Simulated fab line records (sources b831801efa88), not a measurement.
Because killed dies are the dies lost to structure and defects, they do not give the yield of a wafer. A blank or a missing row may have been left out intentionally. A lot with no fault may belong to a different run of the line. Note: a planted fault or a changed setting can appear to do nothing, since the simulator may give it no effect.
Split-lot trial ; flow sfq_line ; on a route of 325 steps: 5 lots, 11 wafers read

== THE SPLIT ==
At SFQ_TRILAYER_M2_LITHO_COAT_062 (resist thk 62 nm), the setting resist_thk_nm was moved away from the recipe's 62 nm on 4 of the 11 wafers read, by -3.5% to +2.0%. The other wafers ran this setting at the recipe's value.

== FROM THE SPLIT TO THE READING: what the file shows between them, 3 steps ==
- SFQ_TRILAYER_M2_LITHO_COAT_057: resist thk 600 nm
- SFQ_TRILAYER_M2_LITHO_SOFTBAKE_061
- SFQ_TRILAYER_M2_LITHO_DEVELOP_059: time 60 s

== THE READING ==
etch.depth_nm (the simulator's own value, which no gauge read), in nm, at SFQ_TRILAYER_M2_BARC_OPEN_METAL_ETCH_077 (etches BARC in O2, target depth 125 nm, time 41.7 s). No usual value for it is given in the file. Average 62.23 nm, standard deviation 0.11 nm, over the 7 wafers here run with the recipe.

wafer;tool, chamber at the split;resist_thk_nm as run, nm;against the recipe;etch.depth_nm, nm;against lot-mates on the recipe
L074.2;litho_track-01, 0;62;recipe;62.29;-
L074.4;litho_track-01, 0;62;recipe;62.31;-
L074.5;litho_track-01, 0;62;recipe;62.27;-
L076.3;litho_track-01, 0;59.86;-3.5%;59.72;no lot-mate on the recipe
L078.1;litho_track-01, 0;59.92;-3.4%;60.12;-1.91
L078.4;litho_track-01, 0;62;recipe;62.03;-
L080.3;litho_track-01, 0;60.03;-3.2%;60.41;-1.77
L080.4;litho_track-01, 0;62;recipe;62.11;-
L080.5;litho_track-01, 0;62;recipe;62.24;-
L083.1;litho_track-01, 0;63.26;+2.0%;63.21;+0.82
L083.6;litho_track-01, 0;62;recipe;62.39;-

THE FIT
A straight line over all 11 wafers: etch.depth_nm changes by +0.619 nm for each +1% of resist_thk_nm; r = +0.99; the points scatter about the line by 0.18 nm.
The same after taking each lot's own level away (the mean of its wafers on the recipe; 10 wafers): +0.529 nm for each +1%; r = +0.99; scatter 0.098 nm.
Per that fit: largest resist_thk_nm move, reading shift of 1.8 nm.
Across the lots, their own levels run from 62.030 to 62.390 nm, a range of 3.1 times the standard deviation given above.
Hence the slope depends on the lot-to-lot level, as the two fits are not the same.
Check: -1.74 nm against its lot-mates is what the line predicts for one of the wafers moved furthest among these (-3.4%) when that wafer is left out of the fit. It came out at -1.91 nm against them.

== OTHER SPLITS APPLIED TO THESE WAFERS ==
These wafers also went through other splits before the reading. Each is held against what the fit with the lots' levels taken away leaves over:
other split on the same wafers;wafers away from the commonest value;r with etch.depth_nm (lot level and that fit taken away)
SFQ_TRILAYER_M1_LITHO_EXPOSE_040 dose_mj;5;-0.01
SFQ_TRILAYER_I1_CMP_CMP_046 leave_above_ref_nm;3;+0.12
SFQ_TRILAYER_I1_VIA_LITHO_COAT_049 resist_thk_nm;5;-0.11
SFQ_TRILAYER_I1_VIA_BARC_OPEN_VIA_ETCH_071 bias_w;4;-0.43

== THE WHOLE CHAIN: every reading that the file lists as answering this split, in the file's order ==
step;what it does;reading;change (the file's fit);r (the file's)
SFQ_TRILAYER_M2_LITHO_COAT_062;resist thk 62 nm;BARC_of_TRILAYER_M2_LITHO_COAT_062.thk_nm (the simulator's own value, which no gauge read);+0.606 nm for each +1% of the setting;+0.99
SFQ_TRILAYER_M2_BARC_OPEN_METAL_ETCH_077;etches BARC in O2, target depth 125 nm, time 41.7 s;etch.depth_nm (the simulator's own value, which no gauge read);+0.538 nm for each +1% of the setting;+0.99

== FILE'S OWN FIT ==
etch.depth_nm changes by +0.538 nm for each +1% of resist_thk_nm, r = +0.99.
